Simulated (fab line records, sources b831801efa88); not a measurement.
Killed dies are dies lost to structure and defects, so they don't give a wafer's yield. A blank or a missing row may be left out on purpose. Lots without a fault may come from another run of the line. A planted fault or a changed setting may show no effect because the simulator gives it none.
Problem report in the 8D (eight disciplines) form, filled by code | flow sky130 | the parts of the form that need people (team, actions taken, sign-off) are left out

1. THE PROBLEM
METAL2_ALCU_RS at SKY_METAL2_RS_MEAS_05 reads a mean of 0.0957 ohm/sq on 1 wafer of 1 lot; wafers without a fault read 0.1268 ohm/sq with a standard deviation of 0.0011. That is -28 standard deviations from the usual mean.
The step: measures by four-point-probe.
First seen on wafer L988.2, day 37 10:01, on film_metro-04. The record holds 30 wafers of 10 lots with a number at this step. Rule for "out", or "out of limits": more than 4 standard deviations from the usual mean. The other wafers with a number count as sound.

2. WHAT IT IS AND WHAT IT IS NOT
question                    | is                | is not
which readings at this step | METAL2_ALCU_RS    | -
which lots                  | L988              | L100, L977, L978, L989, L992, L993, L994, L998, L999
which wafers of those lots  | L988.2            | L988.1, L988.3
read on which gauges        | film_metro-04     | film_metro-01, film_metro-03
when                        | from day 37 10:01 | up to then (8 sound wafers); but 21 sound wafers of L100, L989, L992, L993, L994, L998, L999 came after

3. SUSPECTS, AND WHAT RULES EACH OUT
Counting: a tool at a process step up to the reading stays a suspect if it ran every lot that is out. Sound lots after the first of them don't rule it out here, since some wafers of a struck lot are sound.
- the gauge at SKY_METAL2_RS_MEAS_05: ruled out. All the wafers that are out were read on film_metro-04, but those of them that SKY_METAL2_METAL_ETCH_19 has rows for are out there too, on other tools.
- pvd_sputter-03 at SKY_METAL2_SPUTTER_02 (material AlCu, target thk 250 nm, time 13.3 s): kept. It ran the lot that is out, L988 (day 37 09:56); its last sound lot up to then is L978 (day 34 04:07).
Left after counting: pvd_sputter-03 at SKY_METAL2_SPUTTER_02.

4. THE CAUSE (what the simulator had put in)
Process parameter drift: pvd_sputter-03, from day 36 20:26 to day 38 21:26, at SKY_METAL2_SPUTTER_02. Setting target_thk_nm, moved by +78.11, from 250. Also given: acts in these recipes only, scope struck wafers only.
Counting left only this tool.

5. THE CHAIN OF EFFECTS, in route order
Each row: a reading whose mean over the struck wafers that have a number lies more than 3 standard deviations from the usual. Only readings for which the record gives a usual standard deviation are gone through. hours: the time from each lot's start at the first step in this table that gives one to its start at this step, as a median over the lots. sigmas: the change in usual standard deviations.
hours | step                     | reading         | usual         | on struck wafers | change  | sigmas
0     | SKY_METAL2_RS_MEAS_05    | METAL2_ALCU_RS  | 0.1268 ohm/sq | 0.0957           | -0.0311 | -28
0     | SKY_METAL2_THK_MEAS_06   | METAL2_ALCU_THK | 247.1 nm      | 322.6            | +75.5   | +29
26    | SKY_METAL2_METAL_ETCH_19 | oes_product_au  | 0.855 a.u.    | 0.909            | +0.054  | +9.6
The process steps in it:
- SKY_METAL2_METAL_ETCH_19: etches the open film in Cl2/BCl3, stops on SiO2, target depth 360 nm, time 78 s.

6. WHAT WOULD HAVE CAUGHT IT SOONER
In this record the first reading out of limits at a measuring or inspecting step was taken at day 37 10:01, 14 hours after the fault began at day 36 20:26.
Of the tool readings at SKY_METAL2_SPUTTER_02 for which the record gives a usual standard deviation, none was out on any struck wafer, so an alarm limit of 4 standard deviations on them would not have fired.
All the lots that are out (1) had begun SKY_METAL2_SPUTTER_02 on pvd_sputter-03 by day 37 10:01. A hold on the tool at that time would have spared none of them.
